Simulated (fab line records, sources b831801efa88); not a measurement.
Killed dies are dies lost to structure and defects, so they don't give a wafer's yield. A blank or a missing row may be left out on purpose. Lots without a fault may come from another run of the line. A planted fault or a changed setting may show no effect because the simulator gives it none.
A struck lot beside a sound one | flow sky130 | 30 steps out of a route of 708
Sound: wafers L971.1, L971.3, L971.5. Struck: wafers L980.1, L980.3, L980.6. The cause comes at the end.
At each step with rows: each side's tool, then ch and its chambers, then its first start. Under that, the readings that differ: sound wafers | struck wafers | difference of the means | sigmas: that difference in standard deviations of wafers without a fault.
alike: readings whose means differ by less than 2 such deviations, and words and numbers that are the same on both sides. not compared: withheld readings, readings that some wafer has no value for, bounds like >300 that may hide the same value, and numbers for which the record gives no deviation and whose values overlap.
The two part at a step that has a row with sigmas, a row that says differs or no value, or rows on one side only. Numbers that don't overlap but have no deviation are shown without sigmas and don't part them. A reading that every wafer of one side lacks parts them only if that side has two wafers or more.

SKY_LI_CONTACT_OVL_MEAS_13:
  sound on overlay-02, day 30 05:37; struck on overlay-01, day 33 18:37
  alike: LI_CONTACT_OVL
SKY_LI_CONTACT_ETCH_14: etches BARC in N2/H2, stops on SiO2, time 45.9 s, target depth 60 nm.
  sound on rie_diel-04 ch 0,1,2, day 30 05:38; struck on rie_diel-03 ch 1,2, day 33 18:40
  alike: bias_w, drypump_motor_current_A, oes_product_au, throttle_valve_pct
  not compared: rf_hours_counter_h
SKY_LI_CONTACT_ETCH_15: etches PSG in C4F8/O2/Ar, stops on Si, target depth 600 nm.
  sound on rie_diel-04 ch 0,1,2, day 30 05:41; struck on rie_diel-03 ch 1,2, day 33 18:42
  alike: bias_w, oes_product_au
then, 4 steps without rows for these wafers: SKY_LI_CONTACT_STRIP_16 (strips in O2/N2); SKY_LI_CONTACT_CLEAN_17 (cleans in NMP, time 600 s); SKY_LI_CONTACT_PRE_CLEAN_18 (time 5.6 s); SKY_LI_CONTACT_SPUTTER_19 (material Ti, target thk 20 nm, time 106.37 s).
SKY_LI_CONTACT_SPUTTER_20: material TiN, target thk 20 nm, time 80 s.
  sound on pvd_sputter-01, day 30 06:08; struck on pvd_sputter-02, day 33 19:10
  alike: cathode_dc_power_W, throttle_valve_pct
SKY_LI_CONTACT_CVD_21: deposits W, target thk 400 nm, time 120.56 s.
  sound on cvd_w-02 ch 1, day 30 06:12; struck on cvd_w-01 ch 0,1, day 33 19:14
  alike: heater_power_w
SKY_LI_CONTACT_RS_MEAS_22: measures by four-point-probe.
  sound on film_metro-04, day 30 06:20; struck on film_metro-03, day 33 19:22
  alike: LI_CONTACT_W_RS
SKY_LI_CONTACT_THK_MEAS_23: measures by xrf.
  sound on film_metro-04, day 30 06:27; struck on film_metro-03, day 33 19:29
  alike: LI_CONTACT_W_THK
then, 1 step without rows for these wafers: SKY_LI_CONTACT_CMP_24 (polishes, stops on PSG, t overpolish 20 s, target thk 0 nm).
SKY_LOCAL_INTERCONNECT_SPUTTER_00: material TiN, target thk 100 nm, time 83.3 s.
  sound on pvd_sputter-04, day 30 06:49; struck on pvd_sputter-03, day 33 19:50
  reading                                                | sound                | struck               | difference | sigmas
  cathode_dc_power_W (W)                                 | 6500.7 6498.6 6500.7 | 7597.0 7599.6 7599.2 | +1098.6    | +99 or more
  model.TiN_of_LOCAL_INTERCONNECT_SPUTTER_00.thk_nm (nm) | 100.6 101.1 101.1    | 116.4 117.1 117.6    | +16.1      |
  alike: throttle_valve_pct
SKY_LOCAL_INTERCONNECT_RS_MEAS_01: measures by four-point-probe.
  sound on film_metro-01, day 30 06:52; struck on film_metro-01, day 33 19:54
  reading                            | sound             | struck            | difference | sigmas
  LOCAL_INTERCONNECT_TIN_RS (ohm/sq) | 14.05 13.97 13.94 | 12.06 12.01 11.92 | -1.99      | -15
SKY_LOCAL_INTERCONNECT_THK_MEAS_02: measures by xrf.
  sound on film_metro-01, day 30 06:59; struck on film_metro-01, day 33 20:01
  reading                         | sound           | struck            | difference | sigmas
  LOCAL_INTERCONNECT_TIN_THK (nm) | 99.4 99.6 100.0 | 114.4 114.9 115.3 | +15.2      | +13
then, 8 steps without rows for these wafers: SKY_LOCAL_INTERCONNECT_DEHYDRATE_03 (time 60 s); SKY_LOCAL_INTERCONNECT_HMDS_04 (prime time 60 s); SKY_LOCAL_INTERCONNECT_COAT_05 (resist thk 60 nm); SKY_LOCAL_INTERCONNECT_COAT_06 (resist thk 450 nm); SKY_LOCAL_INTERCONNECT_SOFTBAKE_07 (time 90 s); SKY_LOCAL_INTERCONNECT_EXPOSE_08 (exposes mask LI1M, target cd 170 nm); SKY_LOCAL_INTERCONNECT_PEB_09; SKY_LOCAL_INTERCONNECT_DEVELOP_10 (develop time 60 s).
SKY_LOCAL_INTERCONNECT_CD_MEAS_11: target cd 170 nm.
  sound on cd_sem-01, day 31 10:08; struck on cd_sem-01, day 34 23:04
  alike: cd_nm
SKY_LOCAL_INTERCONNECT_OVL_MEAS_12:
  sound on overlay-02, day 31 10:15; struck on overlay-02, day 34 23:11
  alike: LOCAL_INTERCONNECT_OVL
then, 1 step without rows for these wafers: SKY_LOCAL_INTERCONNECT_ETCH_13 (etches BARC in N2/H2, stops on SiO2, time 45.9 s, target depth 60 nm).
SKY_LOCAL_INTERCONNECT_METAL_ETCH_14: etches TiN in Cl2/BCl3, stops on PSG, target depth 110 nm, time 31.4 s.
  sound on rie_metal-01 ch 0,1, day 31 10:21; struck on rie_metal-04 ch 0,1, day 34 23:17
  reading                | sound                | struck               | difference | sigmas
  oes_product_au (a.u.)  | 0.947 0.957 0.948    | 0.993 0.990 0.993    | +0.041     | +7
  throttle_valve_pct (%) | 21.894 21.907 21.902 | 21.864 21.865 21.877 | -0.032     | -4
  alike: bias_w, drypump_motor_current_A
  not compared: rf_hours_counter_h
SKY_LOCAL_INTERCONNECT_STRIP_15: strips in O2/N2.
  sound on plasma_asher-02 ch 0, day 31 10:24; struck on plasma_asher-04 ch 0,1, day 34 23:20
  alike: drypump_motor_current_A, oes_product_au, strip_time_to_endpoint_s
  not compared: rf_hours_counter_h
SKY_LOCAL_INTERCONNECT_STRIP_16: strips in post etch residue remover, time 1200 s.
  sound on wet_bench-02 ch 0, day 31 10:30; struck on wet_bench-02 ch 3, day 34 23:26
  reading                                                | sound             | struck          | difference | sigmas
  model.TiN_of_LOCAL_INTERCONNECT_SPUTTER_00.thk_nm (nm) | 100.2 100.7 100.6 | 116 116.7 117.2 | +16        |
  alike: bath_heat_duty_pct
then, 1 step without rows for these wafers: SKY_LOCAL_INTERCONNECT_CLEAN_17 (cleans in IPA, time 180 s).

WHERE THEY PART
First at SKY_LOCAL_INTERCONNECT_SPUTTER_00; last, within this record, at SKY_LOCAL_INTERCONNECT_METAL_ETCH_14. Later steps at which nothing parts them and some readings are alike: SKY_LOCAL_INTERCONNECT_STRIP_15, SKY_LOCAL_INTERCONNECT_STRIP_16.

WHY: what the simulator had put in
Process parameter drift: pvd_sputter-03, from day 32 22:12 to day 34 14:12, at SKY_LOCAL_INTERCONNECT_SPUTTER_00. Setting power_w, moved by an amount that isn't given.
